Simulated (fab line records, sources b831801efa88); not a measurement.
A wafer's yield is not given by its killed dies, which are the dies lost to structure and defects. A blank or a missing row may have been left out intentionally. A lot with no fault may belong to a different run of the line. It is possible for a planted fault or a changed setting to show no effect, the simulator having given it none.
fab line records ; flow gf180mcu
[record] lots = 14; wafers = 42; last_day = 34
route steps=602 shown V2@394 M3@411
lots untouched by any fault: they come from a run of this same line in which no faults occurred
start_h: hours from the record's first day to the start of the lot's first wafer shown ; wait_h: time in hours since the lot's previous step ; " identical to the entry in the row above ; L1.1+2: several wafers, shown together as one row ; - no value, or no start given ; * or withheld: withheld ; < > ~ a bound
route shown NAME@n: NAME is a module with steps in the file, n the number in the route of the first one ; usual: mean/standard deviation taken from wafers without a fault ; same: alike in all rows ; chamber/n: place in a boat ; sites: readings site by site ; _std_site: the values' standard deviation ; _edge_site: the outer-site mean with the inner-site mean subtracted ; radius_mm: for every site, how far away it sits from the centre of the wafer ; mask NAME#n: copy n ; behind: tool/chamber where the wafer was last shaped ; hold: what put the lot on hold/how long, in hours/how the hold closed ; device: the transistor (n, p or np) that didn't switch ; end of line: the same wafers' tests at the end of the route ; step lacking rows: just its recipe ; killed: dies lost to structure and defects at the first sort, not the wafer's yield ; map: dies across one wafer; x = killed, . = not, _ = none there
set.NAME: setting as actually run; set.NAME@STEP: the setting as run at that earlier step ; model.NAME: the simulator's own value behind a step, which no gauge read
one table for each step of the route and one row for each wafer, over a sample of lots
services: from which hour (start_h, from the record's first day; less than 0 if before it) a tool's chamber was out of use, for how many hours, and why
[[steps]]
[step GF_V2_PEB_12]
[recipe] peb_temp_c = 135; peb_time_s = 90; resist = KrF
[usual] chill_plate_temp_C = 23.00/0.11; exhaust_pa = 44.7/0.87; resist_line_temp_C = 23.00/0.1
lot.wafer;tool;chamber;start_h;wait_h;chill_plate_temp_C;exhaust_pa;resist_line_temp_C
L664.4;litho_track-01;0;466.60;-;23.02;45.3;22.91
L664.5;litho_track-01;0;466.60;-;22.87;44.9;23.04
L664.6;litho_track-01;0;466.60;-;23.04;45.5;22.87
L666.2;litho_track-04;0;486.73;-;22.85;47.1;23.21
L666.4;litho_track-04;0;486.73;-;23.13;45.0;23.21
L666.5;litho_track-04;0;486.73;-;22.98;47.0;23.13
L668.1;litho_track-04;0;504.79;-;22.85;45.1;22.95
L668.4;litho_track-04;0;504.79;-;23.02;44.4;23.01
L668.5;litho_track-04;0;504.79;-;23.02;45.4;23.00
L669.1;litho_track-01;0;513.70;-;23.07;46.1;23.00
L669.2;litho_track-01;0;513.70;-;23.19;43.8;22.98
L669.3;litho_track-01;0;513.70;-;23.14;44.6;22.90
L670.1;litho_track-01;0;520.20;-;22.80;44.9;23.12
L670.4;litho_track-01;0;520.20;-;22.77;44.2;23.11
L670.6;litho_track-01;0;520.20;-;22.81;44.9;23.20
L671.1;litho_track-03;0;535.93;-;23.12;43.9;22.86
L671.2;litho_track-03;0;535.93;-;22.94;44.8;22.96
L671.4;litho_track-03;0;535.93;-;22.99;44.6;22.95
L672.2;litho_track-03;0;544.02;-;23.10;44.5;22.90
L672.3;litho_track-03;0;544.02;-;23.10;45.5;22.98
L672.4;litho_track-03;0;544.02;-;23.29;45.3;22.94
L675.2;litho_track-04;0;568.18;-;22.95;45.1;23.02
L675.5;litho_track-04;0;568.18;-;23.07;44.3;23.04
L675.6;litho_track-04;0;568.18;-;23.06;44.8;23.01
L681.2;litho_track-04;-;613.23;-;-;-;-
L681.4;litho_track-04;-;613.23;-;-;-;-
L681.5;litho_track-04;-;613.23;-;-;-;-
L682.1;litho_track-04;-;616.59;-;-;-;-
L682.5;litho_track-04;-;616.59;-;-;-;-
L682.6;litho_track-04;-;616.59;-;-;-;-
L683.1;litho_track-01;0;628.00;-;23.06;44.6;22.93
L683.2;litho_track-01;0;628.00;-;23.02;44.5;22.99
L683.5;litho_track-01;0;628.00;-;22.73;45.4;23.00
L684.3;litho_track-04;0;631.86;-;23.01;42.1;23.02
L684.4;litho_track-04;0;631.86;-;23.09;44.5;22.75
L684.5;litho_track-04;0;631.86;-;23.02;43.2;23.00
L686.3;litho_track-04;0;646.41;-;22.97;44.0;23.21
L686.5;litho_track-04;0;646.41;-;22.99;44.3;23.03
L686.6;litho_track-04;0;646.41;-;23.09;42.5;23.00
L687.2;litho_track-03;0;653.47;-;23.22;45.1;22.92
L687.5;litho_track-03;0;653.47;-;23.17;45.2;23.05
L687.6;litho_track-03;0;653.47;-;23.16;44.6;23.09
[step GF_V2_ETCH_17]
[recipe] chemistry = C4F8/O2/Ar; mask_material = KrF; target = SiO2; stop_on = TiN; source_w = 1500; bias_w = 1200; pressure_mtorr = 40; c4f8_flow_sccm = withheld; O2_flow_sccm = 6; Ar_flow_sccm = 300; time_s = withheld; target_depth_a = 6300
[usual] oes_product_au = 0.855/0.005
lot.wafer;tool;chamber;start_h;wait_h;oes_product_au
L664.4;rie_diel-02;2;-;-;0.863
L664.5;rie_diel-02;1;-;-;0.855
L664.6;rie_diel-02;2;-;-;0.861
L666.2;rie_diel-04;3;-;-;0.856
L666.4;rie_diel-04;1;-;-;0.860
L666.5;rie_diel-04;3;-;-;0.856
L668.1;rie_diel-03;3;-;-;0.858
L668.4;rie_diel-03;2;-;-;0.853
L668.5;rie_diel-03;3;-;-;0.855
L669.1;rie_diel-04;2;-;-;0.857
L669.2;rie_diel-04;0;-;-;0.853
L669.3;rie_diel-04;1;-;-;0.858
L670.1;rie_diel-03;1;-;-;0.856
L670.4;rie_diel-03;3;-;-;0.864
L670.6;rie_diel-03;0;-;-;0.858
L671.1;rie_diel-04;1;-;-;0.851
L671.2;rie_diel-04;3;-;-;0.861
L671.4;rie_diel-04;1;-;-;0.856
L672.2;rie_diel-02;0;-;-;0.855
L672.3;rie_diel-02;3;-;-;0.848
L672.4;rie_diel-02;1;-;-;0.855
L675.2;rie_diel-03;1;-;-;0.853
L675.5;rie_diel-03;2;-;-;0.852
L675.6;rie_diel-03;3;-;-;0.857
L681.2;rie_diel-04;2;-;-;0.870
L681.4;rie_diel-04;3;-;-;0.857
L681.5;rie_diel-04;1;-;-;0.863
L682.1;rie_diel-02;1;-;-;0.853
L682.5;rie_diel-02;1;-;-;0.857
L682.6;rie_diel-02;2;-;-;0.855
L683.1;rie_diel-04;0;-;-;0.854
L683.2;rie_diel-04;2;-;-;0.856
L683.5;rie_diel-04;1;-;-;0.851
L684.3;rie_diel-03;1;-;-;0.857
L684.4;rie_diel-03;3;-;-;0.861
L684.5;rie_diel-03;0;-;-;0.859
L686.3;rie_diel-02;3;-;-;0.862
L686.5;rie_diel-02;1;-;-;0.850
L686.6;rie_diel-02;0;-;-;0.842
L687.2;rie_diel-03;2;-;-;0.854
L687.5;rie_diel-03;2;-;-;0.860
L687.6;rie_diel-03;0;-;-;0.851
[step GF_M3_SPUTTER_02]
[recipe] material = AlCu; target_thk_nm = 450; power_w = 10600; time_s = 23.9; chamber_pressure_pa = 0.4
[usual] throttle_valve_pct = 30.5/1.2
[same] time_s = 23.9
lot.wafer;tool;chamber;start_h;wait_h;throttle_valve_pct
L664.4;pvd_sputter-03;-;468.49;0.0;29.1
L664.5;pvd_sputter-03;-;468.49;0.0;31.5
L664.6;pvd_sputter-03;-;468.49;0.0;29.0
L666.2;pvd_sputter-03;-;488.68;0.0;31.6
L666.4;pvd_sputter-03;-;488.68;0.0;30.3
L666.5;pvd_sputter-03;-;488.68;0.0;31.6
L668.1;pvd_sputter-01;-;506.78;0.0;30.5
L668.4;pvd_sputter-01;-;506.78;0.0;31.1
L668.5;pvd_sputter-01;-;506.78;0.0;30.6
L669.1;pvd_sputter-01;-;515.71;0.0;31.3
L669.2;pvd_sputter-01;-;515.71;0.0;30.6
L669.3;pvd_sputter-01;-;515.71;0.0;30.9
L670.1;pvd_sputter-01;-;522.40;0.0;30.6
L670.4;pvd_sputter-01;-;522.40;0.0;30.5
L670.6;pvd_sputter-01;-;522.40;0.0;31.2
L671.1;pvd_sputter-03;-;537.97;0.0;31.0
L671.2;pvd_sputter-03;-;537.97;0.0;29.0
L671.4;pvd_sputter-03;-;537.97;0.0;31.6
L672.2;pvd_sputter-01;-;545.98;0.0;30.2
L672.3;pvd_sputter-01;-;545.98;0.0;30.6
L672.4;pvd_sputter-01;-;545.98;0.0;31.3
L675.2;pvd_sputter-03;-;570.13;0.0;31.4
L675.5;pvd_sputter-03;-;570.13;0.0;31.0
L675.6;pvd_sputter-03;-;570.13;0.0;28.7
L683.1;pvd_sputter-01;-;630.02;0.0;31.3
L683.2;pvd_sputter-01;-;630.02;0.0;30.5
L683.5;pvd_sputter-01;-;630.02;0.0;31.3
L684.3;pvd_sputter-01;-;633.78;0.0;30.7
L684.4;pvd_sputter-01;-;633.78;0.0;31.1
L684.5;pvd_sputter-01;-;633.78;0.0;30.6
L686.3;pvd_sputter-03;-;648.33;0.0;30.7
L686.5;pvd_sputter-03;-;648.33;0.0;30.5
L686.6;pvd_sputter-03;-;648.33;0.0;31.1
L687.2;pvd_sputter-02;-;655.44;0.0;28.6
L687.5;pvd_sputter-02;-;655.44;0.0;31.2
L687.6;pvd_sputter-02;-;655.44;0.0;28.6
[[services]]
tool;chamber;start_h;hours;kind
rie_diel-04;0;451.51;6.2;repair
rie_diel-03;0;478.92;26.2;repair
rie_diel-02;0;492.41;7.1;repair
rie_diel-04;2;496.00;4.5;repair
rie_diel-02;1;501.19;5.6;repair
rie_diel-02;-;506.77;2.8;pm
rie_diel-03;2;511.02;2.8;repair
rie_diel-03;2;517.35;3.7;repair
rie_diel-04;2;527.66;-;clean
rie_diel-04;2;527.66;34.2;scheduled_down
rie_diel-04;2;527.66;34.2;vent_cycle
pvd_sputter-02;-;570.33;1.1;repair
pvd_sputter-01;-;575.77;1.7;repair
pvd_sputter-02;-;587.07;2.3;repair
rie_diel-02;1;591.04;5.8;repair
rie_diel-02;-;596.91;2.6;repair
rie_diel-03;2;606.68;36.2;repair
rie_diel-03;3;607.70;5.0;repair
rie_diel-03;1;612.37;4.0;repair
rie_diel-02;3;627.42;15.5;repair
litho_track-04;-;632.32;-;consumable_replace:filter
rie_diel-03;1;642.85;-;clean
rie_diel-03;1;642.85;19.8;scheduled_down
rie_diel-03;1;642.85;19.8;vent_cycle
[[key]]
[first_sign] step = GF_V2_PEB_12; reading = tool_record; direction = missing
effect none on later readings
met_at GF_V2_PEB_12
struck_lots L681,L682
later_rows_left_out L681.2,L681.4,L681.5,L682.1,L682.5,L682.6
sort_left_out L681.2,L681.4,L681.5,L682.1,L682.5,L682.6
not_acting_at GF_V2_ETCH_17,GF_M3_SPUTTER_02
onset_between 568.18 613.23
[fault] kind = skipped_step_whole; tool = litho_track-04; chamber = -; onset_h = 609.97; steps = GF_V2_PEB_12; scope = struck_lots_only
// sort_left_out: the simulated sort isn't trusted on such a fault, so these wafers' sort isn't shown, and their yield isn't known
// later_rows_left_out: the simulator's readings of these wafers behind a module that went badly wrong aren't trusted and aren't shown, but for the sort
